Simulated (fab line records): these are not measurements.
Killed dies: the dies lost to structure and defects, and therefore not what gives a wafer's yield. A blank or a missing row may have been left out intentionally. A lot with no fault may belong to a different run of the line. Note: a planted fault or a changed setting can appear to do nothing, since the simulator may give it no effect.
Struck lot and sound lot, side by side	flow gf180mcu	14 out of 602 route steps
Sound: wafers L509.2, L509.4, L509.6. Wafers L516.3, L516.4, L516.6 were the ones struck. The cause is named last.
For every step that has rows: the tool of each side, followed by ch and its chambers, followed by its first start. Under that, the readings that differ: sound wafers	struck wafers	difference of the means	sigmas: that difference in standard deviations of wafers without a fault.
alike: a reading whose means differ by less than 2 such deviations, as well as words and numbers matching on both sides. not compared: withheld readings; readings where some wafer has no value; bounds like >300 that might hide an equal value; numbers whose values overlap and for which the record gives no deviation.
Wherever a step has rows on one side only, a row that says differs or no value, or a row with sigmas, the two part there. Non-overlapping numbers with no deviation appear without sigmas and do not part them. Lack of a reading on every wafer of one side parts them only where that side has two or more wafers.

GF_MIM_SPUTTER_04: material TiN, target thk 50 nm, time 41.7 s.
  sound: pvd sputter-04 at day 26 07:53; struck: pvd sputter-03 at day 28 06:55
  alike: throttle valve pct
GF_MIM_CVD_05: deposits Si3N4, target thk 42 nm, time 29.086 s.
  sound on pecvd-02 ch 0,1, day 26 07:55; struck on pecvd-01 ch 0,2, day 28 06:57
  alike: heater power w
  not compared: since wet clean h
GF_MIM_THK_MEAS_06:
  sound: film metro-03 at day 26 07:58; struck: film metro-02 at day 28 07:01
  alike: MIM_CVD_05_THK
GF_MIM_SPUTTER_07: material TiN, target thk 60 nm, time 50 s.
  sound: pvd sputter-02 at day 26 08:01; struck: pvd sputter-02 at day 28 07:03
  alike: throttle valve pct
GF_MIM_SPUTTER_08: material AlCu, target thk 200 nm, time 10.6 s.
  sound: pvd sputter-02 at day 26 08:04; struck: pvd sputter-02 at day 28 07:05
  alike: throttle valve pct
GF_MIM_SPUTTER_09: material TiN, target thk 35 nm, time 29.2 s.
  sound: pvd sputter-02 at day 26 08:05; struck: pvd sputter-02 at day 28 07:07
  alike: throttle valve pct
GF_MIM_RS_MEAS_10: a four-point-probe measurement.
  sound: film metro-01 at day 26 08:08; struck: film metro-02 at day 28 07:11
  alike: MIM_ALCU_RS
GF_MIM_THK_MEAS_11: measures by xrf.
  sound: film metro-01 at day 26 08:14; struck: film metro-02 at day 28 07:17
  alike: MIM_ALCU_THK
then, 4 steps without rows for these wafers: GF_MIM_DEHYDRATE_12 (time 60 s); GF_MIM_HMDS_13 (prime time 60 s); GF_MIM_COAT_14 (resist thk 1000 nm); GF_MIM_SOFTBAKE_15 (time 60 s).
GF_MIM_EXPOSE_16: exposes mask FuseTop, target cd 2000 nm.
  struck on iline stepper-02, day 28 17:10; sound on iline stepper-01 ch 0, day 26 18:10
  no value came back on the struck wafers for exposure dose mJ cm2, focus offset nm (nm), reticle temp C (C); on the sound wafers exposure dose mJ cm2 reads 142.71 142.66 142.56
  alike: mask
next, for these wafers, 1 step has no rows: GF_MIM_PEB_17.

== WHERE THEY PART ==
Only at GF_MIM_EXPOSE_16, within this record.

WHY: what had been put in by the simulator
Step skipped in full: iline stepper-02, at GF_MIM_EXPOSE_16, from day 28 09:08 onward. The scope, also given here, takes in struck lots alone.
